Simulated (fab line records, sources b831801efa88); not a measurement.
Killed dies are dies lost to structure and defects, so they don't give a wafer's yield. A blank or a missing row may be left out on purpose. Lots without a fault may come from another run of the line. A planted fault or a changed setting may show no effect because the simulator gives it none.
Chamber matching | flow gf180mcu | GF_V3_CMP_26 on cmp-02: 4 sister chambers
The step polishes, stops on SiO2, t overpolish 15 s, target thk 0 nm. 8 wafers are shown with their chamber, then 7 later ones without.

WAFERS WITH THEIR CHAMBER
wafer  | chamber | motor_current_A (A) | time_to_endpoint_s (s)
L079.1 | 3       | 11.6                | 91
L080.5 | 0       | 11.9                | 90
L082.6 | 0       | 11.9                | 90
L085.2 | 1       | 10.8                | 87
L085.3 | 2       | 11.9                | 82
L085.6 | 2       | 12.1                | 87
L092.3 | 3       | 11.5                | 91
L092.4 | 1       | 10.7                | 83

WAFERS WITHOUT THEIR CHAMBER
wafer  | motor_current_A (A) | time_to_endpoint_s (s)
L092.6 | 11.8                | 93
L093.1 | 10.4                | 87
L093.3 | 12.0                | 86
L093.4 | 12.6                | 87
L097.3 | 12.1                | 88
L097.5 | 11.9                | 87
L097.6 | 12.5                | 86

WHICH CHAMBER EACH WENT THROUGH
wafer  | from the rows above     | in truth
L092.6 | can't be placed: 0 or 3 | 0
L093.1 | 1                       | 1
L093.3 | can't be placed: 2 or 0 | 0
L093.4 | can't be placed: 2 or 0 | 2
L097.3 | can't be placed: 2 or 0 | 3
L097.5 | can't be placed: 0 or 2 | 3
L097.6 | can't be placed: 2 or 0 | 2
Placed correctly: 1 of 7. Can't be placed from these rows: 6 (the true chamber is among the candidates in 4). Placed wrongly: 0.
How it was worked out, from the rows above alone: a wafer's distance from a chamber is the root of the sum, over the readings, of the square of ((its reading less the chamber's mean) divided by the reading's scatter). The wafer belongs to the nearest chamber; if the next one is less than 2 further off, it can't be placed. A chamber's mean is the mean of its shown wafers. The scatter: the root of (the sum of the squares of (reading less its chamber's mean) over the shown wafers, divided by (wafers less chambers)).
